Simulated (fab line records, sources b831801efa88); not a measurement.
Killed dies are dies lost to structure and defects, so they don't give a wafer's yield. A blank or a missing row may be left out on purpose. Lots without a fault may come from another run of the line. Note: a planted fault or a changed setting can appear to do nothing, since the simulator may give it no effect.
A struck lot beside a sound one / flow sky130 / 14 steps out of a route of 708
Sound: wafers L675.3, L675.5, L675.6. Struck: wafers L683.2, L683.4, L683.5. At the end, the cause is stated.
Each step with rows lists, per side, the tool, then ch with its chambers, then its first start. Under that, the readings that differ: sound wafers / struck wafers / difference of the means / sigmas: that difference in standard deviations of wafers without a fault.
alike: readings with means less than 2 such deviations apart, plus words and numbers identical on both sides. not compared: withheld readings, readings lacking a value on some wafer, bounds such as >300 that could conceal the same value, and numbers that have no deviation in the record and whose values overlap.
A row with sigmas, a row that says differs or no value, or rows on one side alone: a step with any of these is where the two part. Numbers that have no deviation but don't overlap get no sigmas and don't part them. A reading that every wafer of one side lacks parts them only if that side has two wafers or more.

first, 6 steps without rows for these wafers: SKY_CONTACT_STRIP_19 (strips in O2/N2); SKY_CONTACT_STRIP_20 (strips in post etch residue remover, time 1200 s); SKY_CONTACT_CLEAN_21 (cleans in IPA, time 180 s); SKY_CONTACT_CLEAN_22 (cleans in O3/DIW); SKY_CONTACT_SPUTTER_23 (material TiN, target thk 20 nm, time 80 s); SKY_CONTACT_CVD_24 (deposits W, target thk 340 nm, time 102.12 s).
SKY_CONTACT_RS_MEAS_25: the measuring method here is four-point-probe.
  sound: film_metro-04 at day 32 23:11; struck: film_metro-04 at day 35 01:55
  alike: CONTACT_W_RS
SKY_CONTACT_THK_MEAS_26: measures by xrf.
  sound: film_metro-04 at day 32 23:17; struck: film_metro-04 at day 35 02:01
  alike: CONTACT_W_THK
SKY_CONTACT_CMP_27: polishes, stops on SiO2, t overpolish 15 s, target thk 0 nm.
  sound on cmp-01 ch 0,1, day 32 23:34; struck on cmp-01 ch 0,1, day 35 02:04
  alike: motor_current_A, overpolish_run_s, slurry_filter_dp_kPa, time_to_endpoint_s
SKY_METAL1_SPUTTER_00: material Ti, target thk 15 nm, time 10 s.
  sound: pvd_sputter-02 at day 32 23:49; struck: pvd_sputter-03 at day 35 02:22
  alike: cathode_dc_power_W, chamber_pressure_pa, throttle_valve_pct
SKY_METAL1_SPUTTER_01: material TiN, target thk 20 nm, time 16.7 s.
  sound: pvd_sputter-02 at day 32 23:50; struck: pvd_sputter-03 at day 35 02:23
  alike: cathode_dc_power_W, chamber_pressure_pa, throttle_valve_pct
SKY_METAL1_SPUTTER_02: material AlCu, target thk 250 nm, time 13.3 s.
  sound: pvd_sputter-02 at day 32 23:52; struck: pvd_sputter-03 at day 35 02:25
  alike: cathode_dc_power_W, chamber_pressure_pa, throttle_valve_pct
SKY_METAL1_SPUTTER_03: material Ti, target thk 5 nm, time 3.3 s.
  sound: pvd_sputter-02 at day 32 23:53; struck: pvd_sputter-03 at day 35 02:26
  no value came back on the struck wafers for cathode_dc_power_W (W), chamber_pressure_pa (Pa), throttle_valve_pct (%); on the sound wafers cathode_dc_power_W (W) reads 3000.1 2999.6 3000.6
SKY_METAL1_SPUTTER_04: material TiN, target thk 70 nm, time 58.3 s.
  sound: pvd_sputter-02 at day 32 23:55; struck: pvd_sputter-03 at day 35 02:28
  alike: cathode_dc_power_W, chamber_pressure_pa, throttle_valve_pct

== WHERE THEY PART ==
Within this record, at SKY_METAL1_SPUTTER_03 only. Later steps at which nothing parts them and some readings are alike: SKY_METAL1_SPUTTER_04.

WHY: what the simulator had put in
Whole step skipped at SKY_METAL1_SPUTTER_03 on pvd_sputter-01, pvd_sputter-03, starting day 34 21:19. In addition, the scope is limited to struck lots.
